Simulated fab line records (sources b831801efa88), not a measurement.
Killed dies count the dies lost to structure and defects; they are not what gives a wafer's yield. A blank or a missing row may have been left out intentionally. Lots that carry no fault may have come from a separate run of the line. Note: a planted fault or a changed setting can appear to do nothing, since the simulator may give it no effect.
Which tool did it? | flow sky130 | at 1 step of a route of 708, 7 lots with 21 wafers sampled

## WHAT EACH GAUGE READ, for each wafer
SKY_NWELL_TW_MEAS_26.
lot  | measured     | on            | NWELL_2_TW
L306 | day 6 10:29  | film_metro-02 | 492 492 492
L308 | day 7 01:27  | film_metro-01 | 493 493 494
L310 | day 7 10:32  | film_metro-02 | 492 493 491
L316 | day 9 14:43  | film_metro-01 | 494 495 495
L317 | day 10 04:59 | film_metro-02 | 489 492 492
L320 | day 10 15:52 | film_metro-04 | 489 490 488
L324 | day 11 19:17 | film_metro-02 | 493 492 491

## WHICH TOOL RAN EACH LOT (tool, then ch and the chambers of the sampled wafers, then the start)
Before these readings, the record contains no process step.

## THE ANSWER, worked out from the rows above alone
Rule: the usual values come from the lots themselves. Put in order of their means at a reading, lots are off if they are a third of the lots or fewer, leave a main group of 4 or more, and stand apart from it by a gap of 3 or more times the standard deviation of the main group's means; of several such gaps the widest counts. If all means in a main group match to the digits the tables above print for the reading, that group is not used. A lot without any number at a reading at which 4 lots or more have one is off too. The other lots that the step has rows for count as sound.
Across all readings shown, no lot is off: no conclusion can be drawn from this.

## WHAT THE SIMULATOR HAD INSERTED
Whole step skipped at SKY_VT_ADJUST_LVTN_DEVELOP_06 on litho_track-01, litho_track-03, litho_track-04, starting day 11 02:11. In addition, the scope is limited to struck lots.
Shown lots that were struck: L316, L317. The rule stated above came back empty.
